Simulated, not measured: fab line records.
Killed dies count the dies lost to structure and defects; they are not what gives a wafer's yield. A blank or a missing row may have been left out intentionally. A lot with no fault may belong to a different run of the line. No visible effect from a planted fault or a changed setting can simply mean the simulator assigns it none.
What tool caused it? -- flow gf180mcu -- 14 lots with 42 wafers sampled at 5 steps, on a route of 602 steps

## WHAT THE GAUGES READ, wafer by wafer
GF_M1_OVL_MEAS_15. Usual: M1_OVL gives 2 nm (standard deviation 5.2).
lot,measured,on,M1_OVL (nm),flag
L452,day 17 03:40,overlay-01,6 11 11,
L454,day 18 02:19,overlay-01,0 -4 2,
L455,day 18 09:48,overlay-02,-1 -1 3,
L458,day 19 09:15,overlay-01,0 -5 -5,
L459,day 19 19:05,overlay-02,7 -1 -1,
L461,day 20 14:59,overlay-01,6 -2 10,
L462,day 20 22:55,overlay-01,1 9 8,
L463,day 21 07:37,overlay-01,-1 -3 4,
L464,day 21 13:05,overlay-01,4 -1 -5,
L465,day 21 21:24,overlay-01,-1 -7 -4,
L470,day 23 14:12,overlay-02,3 -2 -1,
L471,day 23 19:23,overlay-02,0 7 6,
L473,day 24 15:04,overlay-01,4 5 5,
L475,day 25 08:54,overlay-01,1 5 6,

GF_V1_RS_MEAS_24: a four-point-probe measurement. Usual: V1_W_RS gives 0.329 ohm/sq (standard deviation 0.0034).
lot,measured,on,V1_W_RS (ohm/sq),flag
L452,day 18 04:57,film metro-01,0.333 0.331 0.333,
L454,day 19 04:24,film metro-04,0.331 0.326 0.329,
L455,day 19 12:39,film metro-03,0.325 0.327 0.325,
L458,day 20 12:16,film metro-03,0.332 0.334 0.332,
L459,day 20 22:00,film metro-04,0.329 0.331 0.333,
L461,day 21 17:25,film metro-04,0.327 0.325 0.327,
L462,day 22 01:17,film metro-01,0.334 0.331 0.328,
L463,day 22 10:02,film metro-03,0.331 0.332 0.330,
L464,day 22 16:05,film metro-01,44.620 44.694 43.960,OFF
L465,day 22 23:33,film metro-03,44.450 44.463 44.009,OFF
L470,day 24 15:47,film metro-01,0.325 0.322 0.325,
L471,day 24 20:28,film metro-03,0.326 0.329 0.329,
L473,day 25 15:02,film metro-04,0.324 0.324 0.325,
L475,day 26 08:26,film metro-03,0.326 0.327 0.327,

GF_V1_THK_MEAS_25: measures by xrf. Usual: V1_W_THK gives 360 nm (standard deviation 5.4).
lot,measured,on,V1_W_THK (nm),flag
L452,day 18 05:04,film metro-01,359 362 361,
L454,day 19 04:29,film metro-04,356 360 357,
L455,day 19 12:46,film metro-03,361 362 361,
L458,day 20 12:23,film metro-03,357 356 358,
L459,day 20 22:07,film metro-04,356 352 350,
L461,day 21 17:32,film metro-04,361 364 361,
L462,day 22 01:24,film metro-01,361 369 370,
L463,day 22 10:10,film metro-03,353 350 355,
L464,day 22 16:13,film metro-01,- <0 <0,OFF
L465,day 22 23:40,film metro-03,<0 <0 <0,OFF
L470,day 24 15:55,film metro-01,371 373 372,
L471,day 24 20:35,film metro-03,361 359 358,
L473,day 25 15:09,film metro-04,361 362 361,
L475,day 26 08:34,film metro-03,360 356 357,

## EACH LOT AND THE TOOL THAT RAN IT (in order: tool; ch and the chambers of the sampled wafers; start)
lot,GF_CONTACT_CVD_24,GF_V1_CVD_23
L452,"cvd w-01 ch 0,1, day 16 05:11","cvd w-01 ch 0,1, day 18 04:49"
L454,"cvd w-01 ch 0,1, day 17 02:23","cvd w-02 ch 0,1, day 19 04:16"
L455,"cvd w-01 ch 0,1, day 17 09:35","cvd w-02 ch 0,1, day 19 12:32"
L458,"cvd w-01 ch 0,1, day 18 08:11","cvd w-01 ch 0,1, day 20 12:08"
L459,"cvd w-02 ch 0,1, day 18 17:23","cvd w-01 ch 0, day 20 21:47"
L461,"cvd w-01 ch 1, day 19 13:40","cvd w-02 ch 1, day 21 17:19"
L462,"cvd w-01 ch 0,1, day 19 21:08","cvd w-01 ch 0,1, day 22 01:10"
L463,"cvd w-02 ch 0,1, day 20 05:59","cvd w-02 ch 0,1, day 22 09:56"
L464,"cvd w-01 ch 0,1, day 20 12:35","cvd w-01 ch 0, day 22 15:59"
L465,"cvd w-02 ch 0,1, day 20 20:44","cvd w-02 ch 0,1, day 22 23:26"
L470,"cvd w-01 ch 0,1, day 22 13:56","cvd w-02 ch 0,1, day 24 15:41"
L471,"cvd w-02 ch 0,1, day 22 19:16","cvd w-02 ch 0,1, day 24 20:20"
L473,"cvd w-02 ch 0,1, day 23 15:09","cvd w-02 ch 0,1, day 25 14:55"
L475,"cvd w-02 ch 0,1, day 24 09:53","cvd w-02 ch 0,1, day 26 08:20"
- GF_CONTACT_CVD_24: deposits W, target thk 300 nm, time 90.339 s.
- GF_V1_CVD_23: deposits W, target thk 350 nm, time 105.05 s.

## AS READ BY THE TOOLS THEMSELVES (means over the sampled wafers that have a number; for cases with no such wafer, the mark the record gives instead)
GF_CONTACT_CVD_24. Usual: chamber pressure Torr 40.00 Torr, standard deviation 0.092; heater power outer w 517 W, standard deviation 21; heater power w 845 W, standard deviation 31.
lot,tool,chamber pressure Torr (Torr),heater power outer w (W),heater power w (W),flag
L452,cvd w-01,40.07,523,819,
L454,cvd w-01,40.00,521,826,
L455,cvd w-01,39.94,525,823,
L458,cvd w-01,40.01,528,827,
L459,cvd w-02,39.97,495,867,
L461,cvd w-01,40.01,533,834,
L462,cvd w-01,40.01,527,826,
L463,cvd w-02,39.93,501,883,
L464,cvd w-01,39.99,522,829,
L465,cvd w-02,40.00,504,876,
L470,cvd w-01,40.01,537,835,
L471,cvd w-02,39.94,497,855,
L473,cvd w-02,39.97,516,887,
L475,cvd w-02,40.02,520,886,

GF_V1_CVD_23. Usual: chamber pressure Torr 39.99 Torr, standard deviation 0.096; heater power outer w 505 W, standard deviation 23; heater power w 839 W, standard deviation 34.
lot,tool,chamber pressure Torr (Torr),heater power outer w (W),heater power w (W),flag
L452,cvd w-01,40.01,516,801,
L454,cvd w-02,40.10,499,862,
L455,cvd w-02,40.00,498,869,
L458,cvd w-01,40.03,512,810,
L459,cvd w-01,39.84,501,804,
L461,cvd w-02,39.97,477,824,
L462,cvd w-01,40.02,522,833,
L463,cvd w-02,40.09,488,848,
L464,cvd w-01,-,-,-,OFF
L465,cvd w-02,-,-,-,OFF
L470,cvd w-02,40.10,500,866,
L471,cvd w-02,39.89,498,877,
L473,cvd w-02,39.95,500,869,
L475,cvd w-02,40.01,503,877,

## THE ANSWER, worked out from the rows above alone
Rule: a lot counts as off when the mean over its wafers that have a number is more than 3 standard deviations away from the usual mean. A lot without any number at a reading at which 4 lots or more have one is off too. The other lots that the step has rows for count as sound. The gauges are gone through in route order, then the tools' own readings, and for those a lot's mean is taken as printed above. At the first step where some lot is off, the reading lying furthest off is the one used; lots without a number count as furthest.
Off: L464, L465, seen at GF_V1_RS_MEAS_24 (V1_W_RS).
A tool fits if, at a process step before that reading, it ran every lot that is off, and no sound lot after the first of them. The gauges at GF_V1_RS_MEAS_24 aren't tried: what is off there is off at GF_V1_CVD_23 too, on other tools, and a gauge's error can't cause that. Not one of the candidates tried fits.

## WHAT WAS PUT IN BY THE SIMULATOR
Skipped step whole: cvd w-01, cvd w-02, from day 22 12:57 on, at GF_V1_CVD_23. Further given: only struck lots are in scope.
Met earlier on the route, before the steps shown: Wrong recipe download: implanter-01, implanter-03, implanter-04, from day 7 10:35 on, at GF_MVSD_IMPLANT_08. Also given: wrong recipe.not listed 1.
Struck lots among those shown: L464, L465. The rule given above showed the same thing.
